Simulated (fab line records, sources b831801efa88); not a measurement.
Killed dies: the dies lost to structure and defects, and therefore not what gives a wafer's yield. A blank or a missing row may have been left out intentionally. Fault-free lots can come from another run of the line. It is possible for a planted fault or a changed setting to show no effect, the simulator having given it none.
What tool caused it? | flow sky130 | 21 wafers from 7 lots sampled at 3 of the route's 708 steps

== WHAT THE GAUGES READ, wafer by wafer ==
SKY_CAP2M_RS_MEAS_03: uses a four-point probe to measure.
lot  | measured     | on            | CAP2M_TIN_RS (ohm/sq)
L955 | day 40 00:35 | film metro-01 | 6.89 6.90 6.81
L957 | day 40 13:19 | film metro-02 | 6.81 6.87 6.83
L959 | day 41 07:29 | film metro-01 | 6.92 6.90 6.93
L963 | day 42 13:17 | film metro-01 | 6.85 6.92 6.91
L972 | day 44 20:13 | film metro-03 | 6.86 6.86 6.88
L975 | day 45 11:53 | film metro-02 | 6.93 6.86 6.91
L977 | day 46 01:35 | film metro-02 | 6.97 7.02 6.96

== WHICH TOOL RAN EACH LOT (tool, then ch and the chambers of the sampled wafers, then the start) ==
lot  | SKY_METAL4_SPUTTER_01        | SKY_METAL4_SPUTTER_02
L955 | pvd sputter-02, day 40 00:13 | pvd sputter-02, day 40 00:14
L957 | pvd sputter-02, day 40 13:00 | pvd sputter-02, day 40 13:01
L959 | pvd sputter-04, day 41 07:09 | pvd sputter-04, day 41 07:11
L963 | pvd sputter-04, day 42 12:58 | pvd sputter-04, day 42 12:59
L972 | pvd sputter-02, day 44 19:54 | pvd sputter-02, day 44 19:55
L975 | pvd sputter-04, day 45 11:32 | pvd sputter-04, day 45 11:34
L977 | pvd sputter-02, day 46 01:13 | pvd sputter-02, day 46 01:15
- SKY_METAL4_SPUTTER_01: material TiN, target thk 20 nm, time 16.7 s.
- SKY_METAL4_SPUTTER_02: material AlCu, target thk 735 nm, time 39.1 s.

== THE ANSWER, worked out from the rows above alone ==
Rule: what is usual is taken from the lots themselves. Put in order of their means at a reading, lots are off if they are a third of the lots or fewer, leave a main group of 4 or more, and stand apart from it by a gap of 3 or more times the standard deviation of the main group's means; of several such gaps the widest counts. If all means in a main group match to the digits the tables above print for the reading, that group is not used. Also off: a lot with no number at a reading for which 4 or more lots have one. All remaining lots with rows at the step are treated as sound.
No lot is off at any reading shown: from this, nothing can be told.

== WHAT THE SIMULATOR HAD PUT IN ==
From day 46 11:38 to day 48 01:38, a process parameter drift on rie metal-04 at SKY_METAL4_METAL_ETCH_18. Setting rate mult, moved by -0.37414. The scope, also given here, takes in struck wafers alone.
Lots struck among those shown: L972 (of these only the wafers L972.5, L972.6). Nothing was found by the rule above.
